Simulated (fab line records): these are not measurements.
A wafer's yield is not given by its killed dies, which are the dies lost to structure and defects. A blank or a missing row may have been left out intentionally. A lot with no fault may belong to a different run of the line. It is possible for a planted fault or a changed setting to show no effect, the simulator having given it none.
Which tool was responsible? | flow sfq_line | Sampling: 15 lots, 42 wafers, 2 of 325 route steps

## WHAT EACH GAUGE READ, for each wafer
The record holds no reading of a measuring or inspecting step that can be judged against a usual standard deviation.

## WHICH TOOL RAN EACH LOT (tool, then ch and the chambers of the sampled wafers, then the start)
lot  | SFQ_TRILAYER_M3_LITHO_COAT_080    | SFQ_TRILAYER_M3_BARC_OPEN_METAL_ETCH_100
L990 | litho_track-01 ch 0, day 23 09:10 | rie_metal-04 ch 1, day 28 03:44
L991 | litho_track-01 ch 0, day 23 13:58 | rie_metal-03 ch 0, day 28 10:56
L994 | litho_track-03 ch 0, day 24 04:14 | rie_metal-03 ch 0,1, day 28 23:47
L995 | litho_track-03 ch 0, day 24 09:26 | rie_metal-03 ch 0,1, day 29 04:35
L996 | litho_track-03 ch 0, day 24 21:05 | rie_metal-04 ch 0,1, day 29 14:11
L997 | litho_track-02 ch 0, day 25 10:59 | rie_metal-03 ch 0,1, day 29 21:40
L998 | litho_track-02 ch 0, day 25 23:05 | rie_metal-02 ch 0,1, day 30 03:25
L100 | litho_track-02 ch 0, day 27 14:41 | rie_metal-04 ch 0,1, day 31 04:38
L101 | litho_track-02 ch 0, day 27 19:17 | rie_metal-04 ch 0, day 31 09:23
L102 | litho_track-02 ch 0, day 27 21:53 | rie_metal-03 ch 0,1, day 31 11:23
L109 | litho_track-02 ch 0, day 30 23:18 | rie_metal-03 ch 0,1, day 33 14:56
L110 | litho_track-03 ch 0, day 31 02:57 | rie_metal-03 ch 0, day 33 18:32
L111 | litho_track-01 ch 0, day 31 11:18 | rie_metal-02 ch 0,1, day 33 23:20
L112 | litho_track-03 ch 0, day 31 23:29 | rie_metal-04 ch 0,1, day 34 05:22
L113 | litho_track-01 ch 0, day 32 02:58 | rie_metal-04 ch 0,1, day 34 07:44
- SFQ_TRILAYER_M3_LITHO_COAT_080: resist thk 62 nm.
- SFQ_TRILAYER_M3_BARC_OPEN_METAL_ETCH_100: etches BARC in O2, target depth 125 nm, time 41.7 s.

## WHAT THE TOOLS THEMSELVES READ (means of the sampled wafers that have a number; where no wafer has one, the mark that the record gives instead)
SFQ_TRILAYER_M3_BARC_OPEN_METAL_ETCH_100.
lot  | tool         | drypump_motor_current_A (A) | oes_product_au (a.u.)
L990 | rie_metal-04 | 5.8                         | 0.685
L991 | rie_metal-03 | 5.1                         | 0.686
L994 | rie_metal-03 | 5.2                         | 0.685
L995 | rie_metal-03 | 5.2                         | 0.685
L996 | rie_metal-04 | 5.9                         | 0.684
L997 | rie_metal-03 | 5.2                         | 0.683
L998 | rie_metal-02 | 5.9                         | 0.687
L100 | rie_metal-04 | 5.9                         | 0.654
L101 | rie_metal-04 | 6.0                         | 0.631
L102 | rie_metal-03 | 5.2                         | 0.661
L109 | rie_metal-03 | 5.2                         | 0.683
L110 | rie_metal-03 | 5.1                         | 0.685
L111 | rie_metal-02 | 5.8                         | 0.681
L112 | rie_metal-04 | 5.9                         | 0.684
L113 | rie_metal-04 | 5.9                         | 0.686

## THE ANSWER, worked out from the rows above alone
Rule: usual is defined by the lots themselves. The widest of any qualifying gaps counts: lots, ordered by their means at a reading, are off when they make up no more than a third of the lots, leave a main group of 4 or more, and stand apart from it by 3 or more times the standard deviation of that group's means. If all means in a main group match to the digits the tables above print for the reading, that group is not used. A lot without any number at a reading at which 4 lots or more have one is off too. Any other lot the step has rows for is counted as sound. The gauges are gone through in route order, then the tools' own readings, and for those a lot's mean is taken as printed above. At the first step where some lot is off, the reading lying furthest off is the one used; lots without a number count as furthest.
Off: L100, L101, L102 (SFQ_TRILAYER_M3_BARC_OPEN_METAL_ETCH_100, oes_product_au). The main group has a mean of 0.685 a.u. with a standard deviation of 0.0016.
If a tool, at that step or one of the process steps before it, ran each lot that is off and ran no sound lot following the first of them, it fits. Of those tried, none fits.

## WHAT THE SIMULATOR PUT IN
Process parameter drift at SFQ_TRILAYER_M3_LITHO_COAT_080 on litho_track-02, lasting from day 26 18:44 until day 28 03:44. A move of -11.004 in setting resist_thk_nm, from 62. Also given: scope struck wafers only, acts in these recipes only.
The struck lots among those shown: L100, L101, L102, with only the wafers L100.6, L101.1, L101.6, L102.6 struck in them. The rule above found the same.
